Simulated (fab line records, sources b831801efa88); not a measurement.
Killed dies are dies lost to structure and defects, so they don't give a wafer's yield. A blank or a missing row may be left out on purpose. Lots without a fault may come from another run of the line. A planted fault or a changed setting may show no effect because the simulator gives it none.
Which tool did it? | flow sky130 | 24 lots, 72 wafers sampled, at 6 steps of a route of 708

WHAT THE GAUGES READ, wafer by wafer
SKY_LDD_N_OVL_MEAS_07.
lot  | measured     | on         | LDD_N_OVL (nm)
L074 | day 17 21:36 | overlay-01 | -2.6 -1.1 0.6
L075 | day 18 06:43 | overlay-01 | -0.5 -1.0 -2.9
L076 | day 18 14:55 | overlay-01 | -1.6 0.0 -1.7
L077 | day 19 06:37 | overlay-01 | 3.5 -0.5 -0.4
L079 | day 20 03:06 | overlay-02 | -1.2 -1.7 2.4
L080 | day 20 03:40 | overlay-02 | -0.3 1.2 -0.1
L078 | day 20 04:34 | overlay-01 | 2.5 0.4 -0.1
L081 | day 20 11:03 | overlay-01 | -1.3 -2.5 -0.1
L082 | day 21 05:21 | overlay-02 | 0.2 0.9 -0.5
L083 | day 21 07:15 | overlay-02 | 1.1 -0.1 -0.2
L085 | day 21 22:37 | overlay-01 | -1.8 -0.3 0.6
L084 | day 21 22:54 | overlay-01 | 0.3 -1.9 0.4
L086 | day 22 04:16 | overlay-01 | -2.2 -0.8 -2.3
L087 | day 22 15:02 | overlay-01 | -1.6 -0.6 -0.6
L088 | day 23 00:36 | overlay-02 | 0.3 1.2 -0.5
L089 | day 23 10:21 | overlay-01 | -2.6 -1.7 -0.2
L090 | day 23 20:40 | overlay-02 | -0.8 1.6 0.4
L092 | day 24 12:52 | overlay-01 | -1.1 -4.0 -1.4
L091 | day 24 16:16 | overlay-01 | 0.4 1.0 0.0
L093 | day 24 21:31 | overlay-01 | -1.8 -2.3 -1.6
L094 | day 25 05:34 | overlay-02 | -1.0 0.0 -0.1
L096 | day 25 19:48 | overlay-01 | -0.8 -3.3 -2.0
L095 | day 25 23:42 | overlay-02 | 1.4 2.7 0.1
L097 | day 26 14:24 | overlay-01 | -0.5 -0.3 -0.1

SKY_SD_N_OVL_MEAS_08.
lot  | measured     | on         | SD_N_OVL (nm)
L074 | day 28 03:10 | overlay-01 | -1.3 -3.0 -2.4
L075 | day 28 15:11 | overlay-01 | 1.8 0.9 1.5
L076 | day 28 19:32 | overlay-01 | -0.6 -2.1 -1.0
L077 | day 29 11:25 | overlay-02 | 1.2 0.1 0.5
L079 | day 30 07:56 | overlay-01 | 0.4 -0.7 0.4
L080 | day 30 08:32 | overlay-01 | -2.6 -1.8 -1.1
L078 | day 30 08:46 | overlay-02 | 2.2 2.1 0.2
L081 | day 30 11:16 | overlay-01 | 0.5 1.6 0.1
L082 | day 31 07:50 | overlay-01 | -1.1 -3.1 -1.6
L083 | day 31 10:53 | overlay-01 | 0.8 0.4 -1.5
L085 | day 31 19:26 | overlay-02 | -0.6 -1.4 0.0
L084 | day 31 23:44 | overlay-01 | -3.5 -1.9 -2.0
L086 | day 32 03:08 | overlay-01 | -0.7 0.1 -0.2
L087 | day 32 14:18 | overlay-01 | 0.0 -0.3 -1.4
L088 | day 32 20:20 | overlay-01 | -0.6 -1.2 -1.3
L089 | day 33 06:16 | overlay-01 | -1.7 -0.5 -1.8
L090 | day 33 14:47 | overlay-02 | 0.6 0.4 0.3
L092 | day 34 06:23 | overlay-01 | -3.5 -3.0 -2.0
L091 | day 34 10:28 | overlay-02 | -2.2 -1.6 -1.5
L093 | day 34 11:32 | overlay-01 | -1.0 -1.5 -1.4
L094 | day 34 22:17 | overlay-02 | 0.0 -0.4 0.9
L096 | day 35 05:35 | overlay-02 | 0.8 1.7 -0.6
L095 | day 35 12:34 | overlay-01 | -1.3 0.0 -1.7
L097 | day 36 02:37 | overlay-02 | -0.2 0.0 1.1

SKY_VIA2_THK_MEAS_01.
lot  | measured     | on            | VIA2_HDPCVD_THK (nm)
L074 | day 35 12:48 | film_metro-02 | 1182 1177 1199
L075 | day 35 22:50 | film_metro-04 | 1183 1163 1169
L076 | day 36 03:20 | film_metro-02 | 1197 1204 1196
L077 | day 36 17:59 | film_metro-01 | 1172 1196 1190
L079 | day 37 13:58 | film_metro-02 | 1174 1193 1178
L080 | day 37 14:01 | film_metro-04 | 1183 1179 1207
L078 | day 37 14:16 | film_metro-01 | 1155 1171 1158
L081 | day 37 17:16 | film_metro-01 | 1166 1170 1167
L082 | day 38 12:14 | film_metro-01 | 1192 1170 1175
L083 | day 38 15:32 | film_metro-02 | 1187 1162 1174
L085 | day 38 20:50 | film_metro-02 | 1196 1187 1177
L084 | day 39 02:14 | film_metro-01 | 1186 1176 1195
L086 | day 39 06:19 | film_metro-04 | 1189 1190 1186
L087 | day 39 16:14 | film_metro-02 | 1183 1173 1160
L088 | day 39 21:28 | film_metro-02 | 1182 1197 1189
L089 | day 40 06:43 | film_metro-02 | 1184 1175 1203
L090 | day 40 13:18 | film_metro-02 | 1186 1186 1184
L092 | day 41 04:05 | film_metro-04 | 1184 1204 1203
L091 | day 41 07:49 | film_metro-04 | 1201 1198 1189
L093 | day 41 09:40 | film_metro-04 | 1204 1191 1196
L094 | day 41 18:12 | film_metro-04 | 1202 1196 1197
L096 | day 42 01:13 | film_metro-02 | 1200 1189 1195
L095 | day 42 06:52 | film_metro-01 | 1184 1186 1186
L097 | day 42 19:54 | film_metro-01 | 1179 1175 1179

SKY_CAPM_THK_MEAS_01.
lot  | measured     | on            | CAPM_CVD_00_THK (nm)
L074 | day 36 17:19 | film_metro-02 | 15.58 15.77 15.62
L075 | day 37 03:17 | film_metro-01 | 15.85 15.80 16.01
L076 | day 37 07:49 | film_metro-02 | 15.72 15.74 15.95
L077 | day 37 22:14 | film_metro-02 | 15.42 15.18 15.86
L079 | day 38 17:22 | film_metro-02 | 15.30 15.25 15.59
L080 | day 38 18:22 | film_metro-03 | 15.77 15.44 15.61
L078 | day 38 18:36 | film_metro-03 | 15.72 15.82 16.00
L081 | day 38 21:09 | film_metro-01 | 15.55 15.53 15.66
L082 | day 39 16:00 | film_metro-02 | 15.42 15.18 15.38
L083 | day 39 18:43 | film_metro-03 | 15.73 15.86 15.81
L085 | day 39 23:43 | film_metro-01 | 15.32 15.63 15.41
L084 | day 40 05:31 | film_metro-01 | 15.30 15.66 16.00
L086 | day 40 09:46 | film_metro-02 | 15.64 15.63 15.82
L087 | day 40 19:28 | film_metro-03 | 15.64 15.69 15.73
L088 | day 41 00:31 | film_metro-02 | 15.67 15.74 15.82
L089 | day 41 09:37 | film_metro-03 | 15.33 15.79 15.67
L090 | day 41 16:16 | film_metro-02 | 15.79 15.47 15.67
L092 | day 42 05:35 | film_metro-03 | 15.37 15.51 15.68
L091 | day 42 11:05 | film_metro-02 | 15.45 15.56 15.73
L093 | day 42 12:07 | film_metro-03 | 15.32 15.53 15.49
L094 | day 42 19:58 | film_metro-03 | 15.61 15.43 15.79
L096 | day 43 03:07 | film_metro-02 | 15.18 15.17 15.60
L095 | day 43 08:28 | film_metro-02 | 15.30 15.58 15.83
L097 | day 43 21:26 | film_metro-02 | 15.47 15.93 15.51

SKY_VIA3_OVL_MEAS_13.
lot  | measured     | on         | VIA3_OVL (nm)
L074 | day 40 00:55 | overlay-02 | 6 8 8
L075 | day 40 09:35 | overlay-01 | 2 4 3
L076 | day 40 13:41 | overlay-02 | 3 -2 4
L077 | day 41 03:28 | overlay-01 | -1 4 -2
L079 | day 41 20:43 | overlay-01 | 9 -1 10
L080 | day 41 21:40 | overlay-01 | 2 -7 3
L078 | day 41 22:31 | overlay-01 | 1 -5 4
L081 | day 42 01:04 | overlay-02 | 6 6 -3
L082 | day 42 19:40 | overlay-02 | 12 -11 -7
L083 | day 42 21:46 | overlay-02 | 0 -3 4
L085 | day 43 02:59 | overlay-02 | -6 -1 -2
L084 | day 43 08:52 | overlay-01 | -8 -6 1
L086 | day 43 13:05 | overlay-02 | -11 -9 -3
L087 | day 43 21:23 | overlay-01 | 12 7 7
L088 | day 44 00:55 | overlay-02 | -3 6 7
L089 | day 44 10:25 | overlay-01 | 0 0 2
L090 | day 44 16:22 | overlay-02 | -9 -1 -6
L092 | day 45 04:32 | overlay-02 | 9 7 -5
L091 | day 45 10:22 | overlay-01 | 8 2 1
L093 | day 45 10:40 | overlay-02 | -2 -4 1
L094 | day 45 18:04 | overlay-02 | 12 -1 1
L096 | day 46 01:34 | overlay-02 | 4 -3 -6
L095 | day 46 05:19 | overlay-01 | -8 -4 0
L097 | day 46 16:19 | overlay-01 | -4 -2 -1

WHICH TOOL RAN EACH LOT (tool, then ch and the chambers of the sampled wafers, then the start)
lot  | SKY_LDD_N_STRIP_16
L074 | plasma_asher-04 ch 0,1, day 17 22:50
L075 | plasma_asher-02 ch 0,1, day 18 07:58
L076 | plasma_asher-02 ch 0,1, day 18 16:08
L077 | plasma_asher-02 ch 0,1, day 19 07:50
L079 | plasma_asher-03 ch 0,1, day 20 04:20
L080 | plasma_asher-03 ch 0,1, day 20 04:53
L078 | plasma_asher-02 ch 0, day 20 05:47
L081 | plasma_asher-04 ch 0,1, day 20 12:17
L082 | plasma_asher-03 ch 0,1, day 21 06:35
L083 | plasma_asher-02 ch 1, day 21 08:29
L085 | plasma_asher-03 ch 0, day 21 23:50
L084 | plasma_asher-03 ch 0,1, day 22 00:08
L086 | plasma_asher-02 ch 0,1, day 22 05:29
L087 | plasma_asher-03 ch 0,1, day 22 16:17
L088 | plasma_asher-02 ch 0,1, day 23 01:50
L089 | plasma_asher-02 ch 0,1, day 23 11:35
L090 | plasma_asher-03 ch 0,1, day 23 21:53
L092 | plasma_asher-03 ch 0,1, day 24 14:07
L091 | plasma_asher-03 ch 0,1, day 24 17:29
L093 | plasma_asher-02 ch 0,1, day 24 22:44
L094 | plasma_asher-03 ch 0,1, day 25 06:47
L096 | plasma_asher-03 ch 0,1, day 25 21:02
L095 | plasma_asher-03 ch 0,1, day 26 00:56
L097 | plasma_asher-02 ch 0,1, day 26 15:38
- SKY_LDD_N_STRIP_16: strips in O2/N2.

WHAT THE TOOLS THEMSELVES READ (means of the sampled wafers that have a number; where no wafer has one, the mark that the record gives instead)
SKY_LDD_N_STRIP_16.
lot  | tool            | drypump_motor_current_A (A) | oes_product_au (a.u.) | strip_time_to_endpoint_s (s)
L074 | plasma_asher-04 | 6.1                         | 0.404                 | 4.315
L075 | plasma_asher-02 | 5.6                         | 0.406                 | 4.305
L076 | plasma_asher-02 | 6.0                         | 0.404                 | 4.302
L077 | plasma_asher-02 | 5.6                         | 0.407                 | 4.313
L079 | plasma_asher-03 | 6.0                         | 0.407                 | 4.294
L080 | plasma_asher-03 | 6.0                         | 0.406                 | 4.308
L078 | plasma_asher-02 | 6.4                         | 0.404                 | 4.299
L081 | plasma_asher-04 | 6.1                         | 0.402                 | 4.325
L082 | plasma_asher-03 | 6.0                         | 0.403                 | 4.306
L083 | plasma_asher-02 | 5.2                         | 0.403                 | 4.339
L085 | plasma_asher-03 | 5.8                         | 0.409                 | 4.315
L084 | plasma_asher-03 | 6.3                         | 0.408                 | 4.301
L086 | plasma_asher-02 | 5.6                         | 0.407                 | 4.305
L087 | plasma_asher-03 | 6.0                         | 0.404                 | 4.346
L088 | plasma_asher-02 | 6.0                         | 0.412                 | 4.303
L089 | plasma_asher-02 | 6.0                         | 0.407                 | 4.309
L090 | plasma_asher-03 | 6.3                         | 0.407                 | 4.308
L092 | plasma_asher-03 | 6.0                         | 0.405                 | 4.326
L091 | plasma_asher-03 | 6.0                         | 0.406                 | 4.302
L093 | plasma_asher-02 | 5.6                         | 0.402                 | 4.294
L094 | plasma_asher-03 | 6.3                         | 0.408                 | 4.306
L096 | plasma_asher-03 | 6.3                         | 0.406                 | 4.284
L095 | plasma_asher-03 | 6.0                         | 0.408                 | 4.314
L097 | plasma_asher-02 | 6.0                         | 0.408                 | 4.306

THE ANSWER, worked out from the rows above alone
Rule: what is usual is taken from the lots themselves. Put in order of their means at a reading, lots are off if they are a third of the lots or fewer, leave a main group of 4 or more, and stand apart from it by a gap of 3 or more times the standard deviation of the main group's means; of several such gaps the widest counts. A main group whose means are all the same, to the digits that the tables above print for the reading, isn't used. A lot without any number at a reading at which 4 lots or more have one is off too. The other lots that the step has rows for count as sound. The gauges are gone through in route order, then the tools' own readings, and for those a lot's mean is taken as printed above. The first step at which some lot is off is used, and at that step the reading that is off furthest; a lot without a number counts as furthest.
No lot is off at any reading shown: from this, nothing can be told.

WHAT THE SIMULATOR HAD PUT IN
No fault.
